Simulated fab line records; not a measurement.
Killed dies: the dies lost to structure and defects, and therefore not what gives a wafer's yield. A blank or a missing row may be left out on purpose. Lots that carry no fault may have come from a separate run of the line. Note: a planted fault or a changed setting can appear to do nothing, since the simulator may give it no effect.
fab line records | flow sky130
record: lots: 11 wafers: 33 last-day: 50
route steps=708 shown SONOS_ONO@182 LDD_P@259 PAD_OPEN@708
lots that met no fault: taken from a fault-free run of the same line
start-h: hours from the record's first day to the start of the lot's first wafer shown | wait-h: hours elapsed since this lot's preceding step | " unchanged from the row above | L1.1+2: several wafers, shown together as one row | - either no value or no given start | * or withheld: withheld | < > ~ a bound
route shown NAME@n: names a module that has steps shown in the file, with the first one's number in the route | usual: average and standard deviation across the fault-free wafers | same: alike in all rows | chamber/n: place in a boat | sites: per-site readings | _std_site: the values' standard deviation | _edge_site: mean of outer sites minus mean of inner sites | radius-mm: how far each site lies from the wafer's centre | mask NAME#n: copy n | behind: the most recent tool/chamber to have shaped the wafer | hold: cause of the lot's hold/its duration in hours/its outcome | device: the transistor (n, p or np) that didn't switch | end of line: tests of these same wafers at the route's end | step lacking rows: just its recipe | killed: the dies lost at the first sort to structure and to defects; this is not the yield of the wafer | map: per-die view of a wafer (x killed, . not killed, _ where there is no die)
set.NAME: the setting as run; set.NAME@STEP: as run at that earlier step | model.NAME: the simulator's own value behind a step, which no gauge read
one table for each step of the route and one row for each wafer, over a sample of lots
services: a tool's chamber out of use, with start hour (start-h, from the record's first day; less than 0 if before it), hours out, and reason
== steps ==
step: SKY_SONOS_ONO_OVL_MEAS_14
usual: SONOS_ONO_OVL: 2.2/1.2
columns lot.wafer tool chamber start-h wait-h SONOS_ONO_OVL[nm]
L649.1 overlay-02 - 319.76 0.1 1.8
L649.3 " - " " 4.8
L649.4 " - " " 1.6
L648.1 overlay-01 - 327.57 0.1 0.0
L648.2 " - " " 1.2
L648.4 " - " " 1.5
L653.3 overlay-01 - 356.15 0.1 2.1
L653.4 " - " " 2.4
L653.5 " - " " 1.6
L655.1 overlay-01 - 372.42 0.1 1.1
L655.2 " - " " 2.1
L655.4 " - " " -0.4
L656.1 overlay-02 - 380.12 0.1 1.5
L656.3 " - " " 1.6
L656.5 " - " " 2.3
L657.1 overlay-01 - 385.66 0.1 2.4
L657.3 " - " " -0.1
L657.5 " - " " 1.5
L658.3 overlay-02 - 396.78 0.1 2.5
L658.4 " - " " 1.5
L658.6 " - " " 2.8
L662.1 overlay-02 - 432.32 0.1 1.3
L662.3 " - " " 5.0
L662.4 " - " " 2.4
L664.1 overlay-01 - 449.41 0.1 2.3
L664.2 " - " " 2.8
L664.4 " - " " 1.6
L666.4 overlay-01 - 462.03 0.1 0.4
L666.5 " - " " 2.1
L666.6 " - " " 2.0
L668.2 overlay-02 - 476.52 0.1 2.6
L668.3 " - " " 1.6
L668.6 " - " " 0.0
step: SKY_SONOS_ONO_STRIP_17
recipe: chemistry: O2/N2 power-w: 1400 pressure-mtorr: 1500 platen-temp-c: withheld o2-flow-sccm: 3000 n2-flow-sccm: 300 overash-fraction: 0.5
usual: drypump-motor-current-A: 5.7/0.32 n2-flow-sccm: 299.8/0.78 oes-product-au: 0.710/0.0048 strip-time-to-endpoint-s: 14.117/0.03
columns lot.wafer tool chamber start-h wait-h drypump-motor-current-A n2-flow-sccm oes-product-au rf-hours-counter-h strip-time-to-endpoint-s
L649.1 plasma-asher-01 1 319.90 0.0 6.3 300.8 0.721 66 14.125
L649.3 " 0 " " 5.7 300.1 0.696 - 14.141
L649.4 " 1 " " 6.3 298.1 0.708 - 14.100
L648.1 plasma-asher-01 1 327.71 0.0 6.3 298.8 0.708 66 14.115
L648.2 " 0 " " 5.6 299.9 0.709 66 14.096
L648.4 " 0 " " 5.7 300.1 0.716 - 14.094
L653.3 plasma-asher-02 0 356.32 0.0 5.4 299.3 0.716 - 14.130
L653.4 " 1 " " 6.1 299.8 0.714 - 14.153
L653.5 " 0 " " 5.4 300.5 0.713 - 14.103
L655.1 plasma-asher-01 1 372.56 0.0 6.3 300.3 0.713 72 14.151
L655.2 " 0 " " 5.7 300.3 0.706 72 14.143
L655.4 " 1 " " 6.3 298.8 0.712 - 14.175
L656.1 plasma-asher-02 0 380.27 0.0 5.4 300.5 0.709 26 14.047
L656.3 " 1 " " 6.1 299.6 0.709 - 14.080
L656.5 " 1 " " 6.0 299.3 0.704 - 14.102
L657.1 plasma-asher-03 0 385.80 0.0 5.5 299.5 0.703 55 14.114
L657.3 " 0 " " 5.4 299.2 0.704 - 14.117
L657.5 " 0 " " 5.5 299.7 0.714 - 14.132
L658.3 plasma-asher-02 1 396.94 0.0 6.0 299.4 0.707 - 14.118
L658.4 " 0 " " 5.4 298.1 0.702 - 14.139
L658.6 " 1 " " 6.0 300.3 0.705 - 14.145
L662.1 plasma-asher-03 1 432.46 0.0 5.6 300.6 0.713 60 14.077
L662.3 " 1 " " 5.6 300.2 0.713 - 14.107
L662.4 " 0 " " 5.4 299.1 0.706 - 14.108
L664.1 plasma-asher-02 1 449.56 0.0 6.0 300.8 0.708 32 14.090
L664.2 " 0 " " 5.4 298.6 0.705 32 14.104
L664.4 " 1 " " 6.0 299.9 0.703 - 14.089
L666.4 plasma-asher-03 1 462.21 0.0 5.6 299.2 0.715 - 14.093
L666.5 " 0 " " 5.5 299.6 0.710 - 14.081
L666.6 " 1 " " 5.6 298.9 0.709 - 14.072
L668.2 plasma-asher-03 1 476.65 0.0 5.6 299.9 0.708 64 14.119
L668.3 " 1 " " 5.6 300.0 0.708 - 14.179
L668.6 " 0 " " 5.4 299.7 0.703 - 14.114
step: SKY_LDD_P_EXPOSE_04
recipe: mask-id: PSDM na: 0.6 source-shape: conventional sigma-outer: 0.6 polarization: unpolarized target-cd-nm: 380 dose-mj: 138
columns lot.wafer tool chamber start-h wait-h mask
L649.1+3+4 iline-stepper-01 0 465.95 - PSDM#0
L648.1+2+4 iline-stepper-02 0 476.45 - HVNTM#0
L653.3+4+5 iline-stepper-02 0 503.94 - PSDM#0
L655.1+2+4 iline-stepper-01 0 523.26 - PSDM#0
L656.1+3+5 iline-stepper-02 0 527.21 - PSDM#0
L657.1+3+5 iline-stepper-01 0 535.70 - PSDM#0
L658.3+4+6 iline-stepper-01 0 543.59 - PSDM#0
L662.1+3+4 iline-stepper-02 0 578.45 - PSDM#0
L664.1+2+4 iline-stepper-02 0 593.66 - PSDM#0
L666.4+5+6 iline-stepper-01 0 610.05 - PSDM#0
L668.2+3+6 iline-stepper-02 0 621.97 - PSDM#0
step: SKY_LDD_P_CD_MEAS_07
recipe: target-cd-nm: 380
usual: cd-nm: 380.5/2.4
columns lot.wafer tool chamber start-h wait-h cd-nm
L649.1 cd-sem-01 - 480.70 0.1 377.2
L649.3 " - " " 381.9
L649.4 " - " " 377.2
L648.1 cd-sem-01 - 491.40 0.1 -
L648.2 " - " " -
L648.4 " - " " -
L653.3 cd-sem-01 - 519.49 0.1 380.4
L653.4 " - " " 381.5
L653.5 " - " " 380.9
L655.1 cd-sem-01 - 538.20 0.1 380.7
L655.2 " - " " 380.0
L655.4 " - " " 382.2
L656.1 cd-sem-01 - 542.29 0.1 381.7
L656.3 " - " " 382.5
L656.5 " - " " 380.1
L657.1 cd-sem-01 - 550.85 0.1 376.7
L657.3 " - " " 376.3
L657.5 " - " " 377.7
L658.3 cd-sem-01 - 558.48 0.1 381.0
L658.4 " - " " 381.5
L658.6 " - " " 379.0
L662.1 cd-sem-01 - 592.60 0.1 381.8
L662.3 " - " " 382.9
L662.4 " - " " 382.1
L664.1 cd-sem-01 - 608.45 0.1 378.9
L664.2 " - " " 377.8
L664.4 " - " " 377.2
L666.4 cd-sem-01 - 624.46 0.1 382.3
L666.5 " - " " 381.8
L666.6 " - " " 379.6
L668.2 cd-sem-02 - 635.47 0.1 382.0
L668.3 " - " " 379.0
L668.6 " - " " 381.2
step: SKY_LDD_P_STRIP_10
recipe: chemistry: O2/N2 power-w: 1400 pressure-mtorr: 1500 platen-temp-c: withheld o2-flow-sccm: 3000 n2-flow-sccm: 300 overash-fraction: 0.5
usual: drypump-motor-current-A: 6.0/0.51 n2-flow-sccm: 300.0/0.86 oes-product-au: 0.715/0.0046 strip-time-to-endpoint-s: 14.30/0.033
columns lot.wafer tool chamber start-h wait-h drypump-motor-current-A n2-flow-sccm oes-product-au rf-hours-counter-h strip-time-to-endpoint-s
L649.1 plasma-asher-02 0 481.00 0.1 5.5 299.5 0.715 36 14.28
L649.3 " 0 " " 5.5 301.1 0.715 - 14.32
L649.4 " 1 " " 6.0 299.8 0.719 - 14.30
L648.1 plasma-asher-04 0 491.70 0.1 6.3 299.5 0.719 78 14.31
L648.2 " 1 " " 6.8 300.3 0.717 78 14.28
L648.4 " 0 " " 6.3 299.7 0.720 - 14.29
L653.3 plasma-asher-02 1 519.79 0.1 6.0 300.5 0.719 - 14.31
L653.4 " 0 " " 5.4 299.9 0.707 - 14.32
L653.5 " 1 " " 6.0 300.8 0.719 - 14.29
L655.1 plasma-asher-02 1 538.51 0.1 6.0 300.4 0.711 41 14.36
L655.2 " 0 " " 5.4 301.8 0.712 41 14.39
L655.4 " 0 " " 5.4 301.1 0.715 - 14.33
L656.1 plasma-asher-04 1 542.60 0.1 6.8 299.6 0.722 83 14.28
L656.3 " 0 " " 6.3 299.5 0.710 - 14.32
L656.5 " 1 " " 6.8 300.4 0.711 - 14.28
L657.1 plasma-asher-03 1 551.16 0.1 5.6 300.7 0.713 72 14.28
L657.3 " 0 " " 5.5 299.6 0.706 - 14.33
L657.5 " 1 " " 5.6 299.9 0.716 - 14.29
L658.3 plasma-asher-02 1 558.78 0.1 6.1 299.7 0.718 - 14.27
L658.4 " 0 " " 5.4 300.7 0.714 - 14.24
L658.6 " 0 " " 5.4 299.6 0.716 - 14.30
L662.1 plasma-asher-02 0 592.91 0.1 5.4 300.9 0.724 47 14.29
L662.3 " 0 " " 5.4 299.7 0.710 - 14.21
L662.4 " 1 " " 6.0 300.4 0.711 - 14.32
L664.1 plasma-asher-03 1 608.76 0.1 5.6 300.4 0.713 78 14.29
L664.2 " 0 " " 5.5 300.5 0.718 78 14.28
L664.4 " 1 " " 5.6 300.4 0.716 - 14.27
L666.4 plasma-asher-04 1 624.74 0.1 6.8 299.0 0.710 - 14.29
L666.5 " 1 " " 6.8 300.7 0.722 - 14.27
L666.6 " 0 " " 6.3 300.6 0.718 - 14.31
L668.2 plasma-asher-03 1 635.75 0.1 5.6 300.7 0.722 80 14.27
L668.3 " 0 " " 5.4 301.8 0.708 - 14.33
L668.6 " 1 " " 5.6 298.7 0.711 - 14.32
step: SKY_LDD_P_TW_MEAS_11
usual: LDD_P_TW: 640/7.5
columns lot.wafer tool chamber start-h wait-h hold LDD_P_TW
L649.1 film-metro-01 - 481.10 0.1 - 634
L649.3 " - " " - 640
L649.4 " - " " - 637
L648.1 film-metro-01 - 491.80 0.1 await-dispo/0.2h/release 30
L648.2 " - " " await-dispo/0.2h/release 30
L648.4 " - " " await-dispo/0.2h/release 30
L648.1 film-metro-01 - 492.03 0.2 - 30
L648.2 " - " " - 30
L648.4 " - " " - 30
L653.3 film-metro-03 - 519.87 0.1 - 627
L653.4 " - " " - 628
L653.5 " - " " - 631
L655.1 film-metro-02 - 538.61 0.1 - 645
L655.2 " - " " - 647
L655.4 " - " " - 646
L656.1 film-metro-01 - 542.70 0.1 - 633
L656.3 " - " " - 631
L656.5 " - " " - 636
L657.1 film-metro-02 - 551.26 0.1 - 646
L657.3 " - " " - 646
L657.5 " - " " - 650
L658.3 film-metro-01 - 558.87 0.1 - 629
L658.4 " - " " - 634
L658.6 " - " " - 636
L662.1 film-metro-02 - 593.01 0.1 - 649
L662.3 " - " " - 651
L662.4 " - " " - 654
L664.1 film-metro-02 - 608.86 0.1 - 648
L664.2 " - " " - 647
L664.4 " - " " - 645
L666.4 film-metro-02 - 624.83 0.1 - 642
L666.5 " - " " - 641
L666.6 " - " " - 644
L668.2 film-metro-02 - 635.86 0.1 - 642
L668.3 " - " " - 645
L668.6 " - " " - 642
step: SKY_PAD_OPEN_PROBE_99
usual: defect-limited-yield: 82.2/1.9 killed_at_M0_to_M3: 44/6.7 killed_at_M4_up: 3.1/1.8 killed-at-contacts: 24/5.1 killed-at-front-end: 16/4.7 killed-at-other: 0.3/0.59 killed-dies: 88/9.6 killed-open: 48/7.3 killed-short: 39/6.5 sort_bin_3_pad_short: 0.9/0.43 sort_bin_5_function: 10.6/1.6 sort_bin_6_memory: 6.3/1.1 sort-n-pass: 404/9.6 sort-yield-pct: 82.2/1.9
same: gross-dies: 492 killed-at-back-side: 0 sort_bin_4_leakage[%]: 0 sort_bin_8_speed[%]: 0
columns lot.wafer tool chamber start-h wait-h defect-limited-yield[%] killed_at_M0_to_M3 killed_at_M4_up killed-at-contacts killed-at-front-end killed-at-other killed-dies killed-open killed-short sort_bin_3_pad_short[%] sort_bin_5_function[%] sort_bin_6_memory[%] sort-n-pass sort-yield-pct[%]
L649.1 prober-02 - 1105.77 0.1 84.6 47 3 17 9 0 76 43 33 1.2 9.3 4.9 416 84.6
L649.3 prober-02 - 1105.87 0.2 81.7 36 1 27 26 0 90 56 34 0 11.2 7.1 402 81.7
L649.4 prober-02 - 1105.92 0.2 81.1 49 2 31 11 0 93 60 33 0 13.4 5.5 399 81.1
L653.3 prober-01 - 1131.37 0.2 83.7 38 5 26 11 0 80 42 38 0.8 9.8 5.7 412 83.7
L653.4 prober-01 - 1131.42 0.2 83.9 41 3 25 10 0 79 30 49 1.2 8.3 6.5 413 83.9
L653.5 prober-01 - 1131.47 0.2 81.3 52 2 25 13 0 92 53 39 0.4 12.2 6.1 400 81.3
L655.1 prober-01 - 1142.66 0.1 81.9 45 4 22 17 1 89 39 50 0.4 11.8 5.9 403 81.9
L655.2 prober-01 - 1142.71 0.1 83.9 37 1 24 16 1 79 45 30 0.6 8.5 6.9 413 83.9
L655.4 prober-01 - 1142.81 0.2 79.7 42 2 35 19 2 100 59 39 0.6 10.0 9.8 392 79.7
L656.1 prober-02 - 1148.16 0.1 81.7 41 0 25 24 0 90 45 45 1.2 11.0 6.1 402 81.7
L656.3 prober-02 - 1148.26 0.2 80.7 47 8 26 14 0 95 53 42 1.6 12.2 5.5 397 80.7
L656.5 prober-02 - 1148.36 0.2 80.1 51 3 21 23 0 98 55 43 0.2 12.2 7.5 394 80.1
L657.1 prober-01 - 1154.91 0.1 80.9 43 4 30 17 0 94 52 42 0.2 12.2 6.7 398 80.9
L657.3 prober-01 - 1155.01 0.2 86.2 36 0 15 17 0 68 34 34 1.0 6.5 6.3 424 86.2
L657.5 prober-01 - 1155.11 0.2 79.7 57 3 24 16 0 100 50 50 1.2 13.0 6.1 392 79.7
L658.3 prober-02 - 1158.31 0.2 81.3 39 8 30 14 1 92 49 43 0.6 11.4 6.7 400 81.3
L658.4 prober-02 - 1158.36 0.2 81.5 48 3 20 20 0 91 55 36 0.6 11.6 6.3 401 81.5
L658.6 prober-02 - 1158.46 0.2 79.3 55 4 33 10 0 102 63 39 0.6 13.6 6.5 390 79.3
L662.1 prober-02 - 1177.81 0.1 80.3 56 1 26 14 0 97 56 41 1.2 10.4 8.1 395 80.3
L662.3 prober-02 - 1177.91 0.2 86.0 26 2 25 16 0 69 34 35 0.6 9.8 3.7 423 86.0
L662.4 prober-02 - 1177.96 0.2 82.1 48 3 19 18 0 88 51 36 0.8 12.0 5.1 404 82.1
L664.1 prober-02 - 1184.05 0.1 83.5 49 2 17 13 0 81 41 40 0.6 9.1 6.7 411 83.5
L664.2 prober-02 - 1184.10 0.1 79.7 55 1 26 18 0 100 61 38 0.6 13.4 6.3 392 79.7
L664.4 prober-02 - 1184.20 0.2 81.3 49 2 30 11 0 92 53 39 0.4 12.2 6.1 400 81.3
L666.4 prober-02 - 1197.57 0.2 80.9 45 7 20 22 0 94 53 41 0.8 10.6 7.7 398 80.9
L666.5 prober-02 - 1197.62 0.2 82.9 41 4 27 12 0 84 46 38 1.2 9.6 6.3 408 82.9
L666.6 prober-02 - 1197.67 0.2 85.0 37 1 22 14 0 74 32 42 0.8 9.6 4.7 418 85.0
L668.2 prober-02 - 1205.02 0.1 80.5 42 4 30 19 1 96 60 36 1.0 12.2 6.3 396 80.5
L668.3 prober-02 - 1205.07 0.2 82.1 42 2 30 14 0 88 49 39 0.8 10.4 6.7 404 82.1
L668.6 prober-02 - 1205.22 0.2 81.9 47 3 24 15 0 89 51 38 1.8 11.6 4.7 403 81.9
killed by level:class
L649.1 VIA1:geometric-particle:open=14 CONTACT:geometric-particle:open=10 VIA2:geometric-particle:open=9 METAL2:geometric-particle:short=7 VIA3:geometric-particle:short=4 FIELD_ISO:geometric-particle:short=3 LI_CONTACT:geometric-particle:short=3 METAL4:geometric-particle:short=3
L649.3 CONTACT:geometric-particle:short=10 CONTACT:geometric-particle:open=9 FIELD_ISO:geometric-particle:open=7 VIA1:geometric-particle:open=7 LI_CONTACT:geometric-particle:open=6 VIA2:geometric-particle:open=6 VIA2:geometric-particle:short=6 VIA3:geometric-particle:open=6
L649.4 CONTACT:geometric-particle:open=13 VIA3:geometric-particle:open=10 LI_CONTACT:geometric-particle:open=9 VIA1:geometric-particle:open=9 METAL1:geometric-particle:short=6 VIA1:geometric-particle:short=6 FIELD_ISO:geometric-particle:open=5 VIA2:geometric-particle:open=5
L653.3 CONTACT:geometric-particle:open=11 CONTACT:geometric-particle:short=7 METAL2:geometric-particle:short=7 VIA1:geometric-particle:short=7 VIA1:geometric-particle:open=7 LI_CONTACT:geometric-particle:open=6 FIELD_ISO:geometric-particle:open=4 VIA2:geometric-particle:open=4
L653.4 VIA1:geometric-particle:open=8 METAL1:geometric-particle:short=7 CONTACT:geometric-particle:short=6 LI_CONTACT:geometric-particle:open=5 LOCAL_INTERCONNECT:geometric-particle:short=5 METAL3:geometric-particle:short=5 LI_CONTACT:geometric-particle:short=4 CONTACT:geometric-particle:open=4
L653.5 CONTACT:geometric-particle:open=13 VIA1:geometric-particle:open=12 VIA2:geometric-particle:open=10 METAL1:geometric-particle:short=8 METAL2:geometric-particle:short=6 FIELD_ISO:geometric-particle:short=5 CONTACT:geometric-particle:short=5 FIELD_ISO:geometric-particle:open=4
L655.1 VIA1:geometric-particle:open=11 METAL1:geometric-particle:short=7 VIA1:geometric-particle:short=7 CONTACT:geometric-particle:open=6 POLY_GATE:geometric-particle:short=5 POLY_GATE:geometric-particle:open=5 CONTACT:geometric-particle:short=5 VIA3:geometric-particle:open=5
L655.2 VIA1:geometric-particle:open=8 VIA2:geometric-particle:open=8 CONTACT:geometric-particle:open=7 LI_CONTACT:geometric-particle:open=6 VIA3:geometric-particle:open=6 FIELD_ISO:geometric-particle:short=5 METAL2:geometric-particle:short=5 CONTACT:geometric-particle:short=4
L655.4 CONTACT:geometric-particle:open=15 VIA2:geometric-particle:open=9 LI_CONTACT:geometric-particle:open=7 VIA1:geometric-particle:open=7 VIA3:geometric-particle:open=6 FIELD_ISO:geometric-particle:open=5 LI_CONTACT:geometric-particle:short=5 CONTACT:geometric-particle:short=5
L656.1 CONTACT:geometric-particle:open=10 FIELD_ISO:geometric-particle:short=7 POLY_GATE:geometric-particle:short=7 CONTACT:geometric-particle:short=6 VIA1:geometric-particle:open=6 METAL2:geometric-particle:short=6 VIA2:geometric-particle:open=5 VIA3:geometric-particle:open=5
L656.3 VIA1:geometric-particle:open=16 CONTACT:geometric-particle:open=11 LOCAL_INTERCONNECT:geometric-particle:short=6 METAL4:geometric-particle:short=6 VIA2:geometric-particle:open=5 VIA3:geometric-particle:open=5 FIELD_ISO:geometric-particle:open=4 LI_CONTACT:geometric-particle:open=4
L656.5 VIA1:geometric-particle:open=10 VIA2:geometric-particle:open=9 LI_CONTACT:geometric-particle:open=7 VIA3:geometric-particle:open=7 FIELD_ISO:geometric-particle:short=6 CONTACT:geometric-particle:open=6 POLY_GATE:geometric-particle:open=5 CONTACT:geometric-particle:short=5
L657.1 VIA1:geometric-particle:open=11 LI_CONTACT:geometric-particle:open=9 VIA2:geometric-particle:open=9 CONTACT:geometric-particle:open=8 CONTACT:geometric-particle:short=7 FIELD_ISO:geometric-particle:open=6 METAL2:geometric-particle:short=5 POLY_GATE:geometric-particle:short=5
L657.3 METAL2:geometric-particle:short=11 CONTACT:geometric-particle:open=8 VIA1:geometric-particle:open=7 FIELD_ISO:geometric-particle:open=6 FIELD_ISO:geometric-particle:short=5 VIA3:geometric-particle:open=5 VIA2:geometric-particle:open=4 POLY_GATE:geometric-particle:short=3
L657.5 CONTACT:geometric-particle:open=12 VIA1:geometric-particle:open=11 METAL1:geometric-particle:short=10 VIA3:geometric-particle:open=7 FIELD_ISO:geometric-particle:short=6 VIA2:geometric-particle:open=6 LI_CONTACT:geometric-particle:short=5 VIA2:geometric-particle:short=5
L658.3 VIA1:geometric-particle:open=11 LI_CONTACT:geometric-particle:open=9 CONTACT:geometric-particle:open=8 CONTACT:geometric-particle:short=6 METAL1:geometric-particle:short=5 METAL4:geometric-particle:short=5 FIELD_ISO:geometric-particle:short=4 FIELD_ISO:geometric-particle:open=4
L658.4 VIA1:geometric-particle:open=12 VIA3:geometric-particle:open=11 CONTACT:geometric-particle:open=7 VIA2:geometric-particle:open=7 POLY_GATE:geometric-particle:open=6 LI_CONTACT:geometric-particle:open=6 CONTACT:geometric-particle:short=6 POLY_GATE:geometric-particle:short=5
L658.6 VIA1:geometric-particle:open=16 CONTACT:geometric-particle:open=12 VIA2:geometric-particle:open=11 LI_CONTACT:geometric-particle:open=9 CONTACT:geometric-particle:short=6 VIA1:geometric-particle:short=6 VIA3:geometric-particle:short=5 VIA3:geometric-particle:open=5
L662.1 LI_CONTACT:geometric-particle:open=11 VIA3:geometric-particle:open=11 VIA2:geometric-particle:open=11 METAL1:geometric-particle:short=10 CONTACT:geometric-particle:open=8 VIA1:geometric-particle:open=6 FIELD_ISO:geometric-particle:short=5 METAL2:geometric-particle:short=5
L662.3 CONTACT:geometric-particle:open=12 METAL2:geometric-particle:short=6 POLY_GATE:geometric-particle:short=5 METAL1:geometric-particle:short=5 VIA1:geometric-particle:open=5 LI_CONTACT:geometric-particle:open=4 CONTACT:geometric-particle:short=4 FIELD_ISO:geometric-particle:short=3
L662.4 VIA1:geometric-particle:open=15 CONTACT:geometric-particle:open=9 VIA2:geometric-particle:open=7 VIA3:geometric-particle:open=6 VIA1:geometric-particle:short=6 FIELD_ISO:geometric-particle:short=5 POLY_GATE:geometric-particle:open=5 FIELD_ISO:geometric-particle:open=4
L664.1 VIA1:geometric-particle:open=15 METAL2:geometric-particle:short=10 LI_CONTACT:geometric-particle:open=7 POLY_GATE:geometric-particle:short=5 METAL1:geometric-particle:short=5 VIA2:geometric-particle:open=5 LOCAL_INTERCONNECT:geometric-particle:short=4 VIA1:geometric-particle:short=4
L664.2 VIA1:geometric-particle:open=14 VIA2:geometric-particle:open=11 CONTACT:geometric-particle:open=10 METAL2:geometric-particle:short=8 FIELD_ISO:geometric-particle:open=5 LI_CONTACT:geometric-particle:short=5 METAL1:geometric-particle:short=5 VIA3:geometric-particle:open=5
L664.4 VIA1:geometric-particle:open=15 CONTACT:geometric-particle:open=9 LI_CONTACT:geometric-particle:open=9 VIA1:geometric-particle:short=8 VIA2:geometric-particle:open=7 LOCAL_INTERCONNECT:geometric-particle:short=4 CONTACT:geometric-particle:short=4 VIA2:geometric-particle:short=4
L666.4 VIA1:geometric-particle:open=16 VIA2:geometric-particle:open=8 CONTACT:geometric-particle:short=6 CONTACT:geometric-particle:open=6 POLY_GATE:geometric-particle:short=5 VIA3:geometric-particle:open=5 METAL4:geometric-particle:short=5 FIELD_ISO:geometric-particle:short=4
L666.5 VIA1:geometric-particle:open=9 LOCAL_INTERCONNECT:geometric-particle:short=8 METAL2:geometric-particle:short=7 POLY_GATE:geometric-particle:open=6 CONTACT:geometric-particle:open=6 VIA2:geometric-particle:open=6 LI_CONTACT:geometric-particle:open=5 LI_CONTACT:geometric-particle:short=4
L666.6 METAL1:geometric-particle:short=8 CONTACT:geometric-particle:open=6 FIELD_ISO:geometric-particle:short=5 VIA1:geometric-particle:short=5 LI_CONTACT:geometric-particle:open=5 VIA1:geometric-particle:open=5 VIA3:geometric-particle:open=5 POLY_GATE:geometric-particle:open=4
L668.2 VIA1:geometric-particle:open=16 CONTACT:geometric-particle:open=14 LI_CONTACT:geometric-particle:open=10 POLY_GATE:geometric-particle:short=6 POLY_GATE:geometric-particle:open=5 METAL2:geometric-particle:short=5 VIA2:geometric-particle:open=5 VIA3:geometric-particle:open=4
L668.3 CONTACT:geometric-particle:open=11 CONTACT:geometric-particle:short=7 VIA1:geometric-particle:open=7 VIA3:geometric-particle:open=7 METAL2:geometric-particle:short=6 POLY_GATE:geometric-particle:open=5 VIA2:geometric-particle:open=5 LI_CONTACT:geometric-particle:open=4
L668.6 VIA2:geometric-particle:open=12 CONTACT:geometric-particle:open=8 VIA1:geometric-particle:open=8 VIA3:geometric-particle:open=7 METAL1:geometric-particle:short=7 POLY_GATE:geometric-particle:short=6 LI_CONTACT:geometric-particle:open=6 CONTACT:geometric-particle:short=5
== services ==
columns tool chamber start-h hours kind
iline-stepper-02 - 303.36 4.4 pm
iline-stepper-02 - 313.79 2.1 pm
iline-stepper-02 - 315.88 - consumable-replace:lamp
plasma-asher-04 - 327.60 3.5 repair
plasma-asher-04 - 334.54 1.7 repair
plasma-asher-04 - 347.88 11.7 repair
iline-stepper-01 - 357.85 1.2 repair
plasma-asher-02 - 382.76 7.7 repair
iline-stepper-02 0 390.66 - calibration
iline-stepper-02 - 411.79 1.7 pm
iline-stepper-01 - 417.13 10.2 repair
plasma-asher-01 - 421.25 9.0 pm
iline-stepper-02 - 427.38 8.9 pm
iline-stepper-02 - 429.16 9.2 repair
plasma-asher-03 - 448.55 0.5 repair
plasma-asher-04 - 493.65 2.4 repair
iline-stepper-01 - 495.34 1.7 pm
iline-stepper-01 0 500.04 - calibration
plasma-asher-01 - 502.89 5.2 repair
iline-stepper-02 - 538.45 8.3 repair
plasma-asher-01 - 574.63 5.2 repair
iline-stepper-02 0 607.06 - calibration
plasma-asher-02 - 619.51 1.0 repair
iline-stepper-02 - 629.87 1.7 pm
== key ==
first-sign: step: SKY_LDD_P_EXPOSE_04 reading: mask direction: changed
effect: step: SKY_LDD_P_CD_MEAS_07 reading: cd-nm direction: missing
effect: step: SKY_LDD_P_TW_MEAS_11 reading: visit direction: added
effect: step: SKY_LDD_P_TW_MEAS_11 reading: LDD_P_TW direction: down sigmas: 82 usual: 640 struck: 30
met-at SKY_LDD_P_EXPOSE_04
struck-lots L648
scrapped-behind SKY_LDD_P_TW_MEAS_11 L648.1,L648.2,L648.4
not-acting-at SKY_SONOS_ONO_OVL_MEAS_14,SKY_SONOS_ONO_STRIP_17,SKY_LDD_P_STRIP_10
fault: kind: wrong-mask tool: any chamber: - onset-h: 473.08 steps: SKY_LDD_P_EXPOSE_04 aux-copy: HVNTM#0 scope: struck-lots-only
